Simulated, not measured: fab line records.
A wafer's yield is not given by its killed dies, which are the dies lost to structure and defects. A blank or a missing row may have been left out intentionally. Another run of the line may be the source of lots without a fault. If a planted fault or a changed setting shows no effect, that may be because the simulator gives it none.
Problem report, 8D (eight disciplines) form, completed by code / flow gf180mcu / the parts of the form that need people (team, actions taken, sign-off) are left out

1. THE PROBLEM
Wafers free of any fault read 1197 ohm/sq (standard deviation 3.1) for LVPWELL_RS at GF_VT_IMPLANT_RS_MEAS_48, against a mean of 1244 ohm/sq on 9 wafers of 3 lots. That puts it +15 standard deviations away from the usual mean.
The step: measures by four-point-probe.
The first sign was on wafer L827.1 at day 13 00:16, on film-metro-04. The record has a number at this step for 39 wafers belonging to 13 lots. The rule behind "out" and "out of limits": a value lying over 4 standard deviations away from the usual mean. The rest of the wafers with a number are treated as sound.

2. WHAT IT IS, WHAT IT ISN'T
question=which readings at this step; is=LVPWELL_RS; is not=-
question=which lots; is=L827, L828, L829; is not=L808, L809, L810, L811, L814, L815, L816, L817, L818, L825
question=which wafers of those lots; is=all that have a number; is not=-
question=read on which gauges; is=film-metro-01, film-metro-04; is not=film-metro-03
question=when; is=from day 13 00:16; is not=up to then (30 sound wafers)

3. SUSPECTS, AND WHAT RULES EACH OUT
Counting: a tool at any process step up to the reading remains a suspect when it ran all the lots that are out and ran no sound lot after the first of those.
- the gauge at GF_VT_IMPLANT_RS_MEAS_48: ruled out. The wafers that are out were read on 2 gauges (film-metro-01, film-metro-04).
- implanter-04 at GF_LVPWELL_IMPLANT_09: kept. All lots that are out passed through it, beginning with L827 at day 8 10:04, and no sound lot followed; its final sound lot before that point was L825 at day 7 22:08.
Left after counting: implanter-04 at GF_LVPWELL_IMPLANT_09.

4. THE CAUSE (what the simulator had put in)
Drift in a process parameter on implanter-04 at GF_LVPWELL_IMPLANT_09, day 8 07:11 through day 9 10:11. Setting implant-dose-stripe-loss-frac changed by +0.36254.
After counting, this tool was the only one left.

5. THE EFFECT CHAIN, in route order
Each row: a reading where the mean over the struck wafers with a number is more than 3 standard deviations away from the usual. Scope: only readings with a usual standard deviation given in the record; hours: median across lots of the time from each lot's start at the first step in this table that gives one to its start at this step; sigmas: change in usual standard deviations.
hours=0; step=GF_VT_IMPLANT_RS_MEAS_48; reading=LVPWELL_RS; usual=1197 ohm/sq; on struck wafers=1244; change=+47; sigmas=+15
Later steps that measure or inspect, where all struck wafers having a row at the step show a number for every such reading and not one has moved that far: GF_VT_IMPLANT_RS_MEAS_49, GF_HV_LDD_TW_MEAS_11, GF_PSD_RS_MEAS_15.

6. WHAT WOULD HAVE CAUGHT IT SOONER
113 hours passed between the start of the fault at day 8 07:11 and the first reading out of limits at a measuring or inspecting step in this record, taken at day 13 00:16.
By day 13 00:16, every lot that is out (3) had started GF_LVPWELL_IMPLANT_09 on implanter-04. Had the tool been put on hold then, not one of them would have been saved.
